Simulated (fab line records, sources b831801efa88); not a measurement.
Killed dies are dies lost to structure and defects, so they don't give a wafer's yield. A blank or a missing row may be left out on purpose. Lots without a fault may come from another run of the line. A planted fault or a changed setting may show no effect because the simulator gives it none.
Which tool did it? | flow gf180mcu | 7 lots, 21 wafers sampled, at 1 step of a route of 602

WHAT THE GAUGES READ, wafer by wafer
GF_TOP_METAL_RS_MEAS_05: measures by four-point-probe.
lot  | measured     | on            | TOP_METAL_ALCU_RS (ohm/sq)
L219 | day 27 21:32 | film_metro-04 | 0.0322 0.0324 0.0326
L220 | day 28 10:30 | film_metro-01 | 0.0323 0.0327 0.0325
L223 | day 29 02:49 | film_metro-04 | 0.0332 0.0331 0.0331
L226 | day 29 23:39 | film_metro-01 | 0.0327 0.0326 0.0325
L229 | day 30 20:34 | film_metro-01 | 0.0323 0.0319 0.0320
L232 | day 31 18:46 | film_metro-04 | 0.0334 0.0330 0.0328
L240 | day 33 19:04 | film_metro-01 | 0.0335 0.0331 0.0327

WHICH TOOL RAN EACH LOT (tool, then ch and the chambers of the sampled wafers, then the start)
The record holds no process step before these readings.

THE ANSWER, worked out from the rows above alone
Rule: what is usual is taken from the lots themselves. Put in order of their means at a reading, lots are off if they are a third of the lots or fewer, leave a main group of 4 or more, and stand apart from it by a gap of 3 or more times the standard deviation of the main group's means; of several such gaps the widest counts. A main group whose means are all the same, to the digits that the tables above print for the reading, isn't used. A lot without any number at a reading at which 4 lots or more have one is off too. The other lots that the step has rows for count as sound.
No lot is off at any reading shown: from this, nothing can be told.

WHAT THE SIMULATOR HAD PUT IN
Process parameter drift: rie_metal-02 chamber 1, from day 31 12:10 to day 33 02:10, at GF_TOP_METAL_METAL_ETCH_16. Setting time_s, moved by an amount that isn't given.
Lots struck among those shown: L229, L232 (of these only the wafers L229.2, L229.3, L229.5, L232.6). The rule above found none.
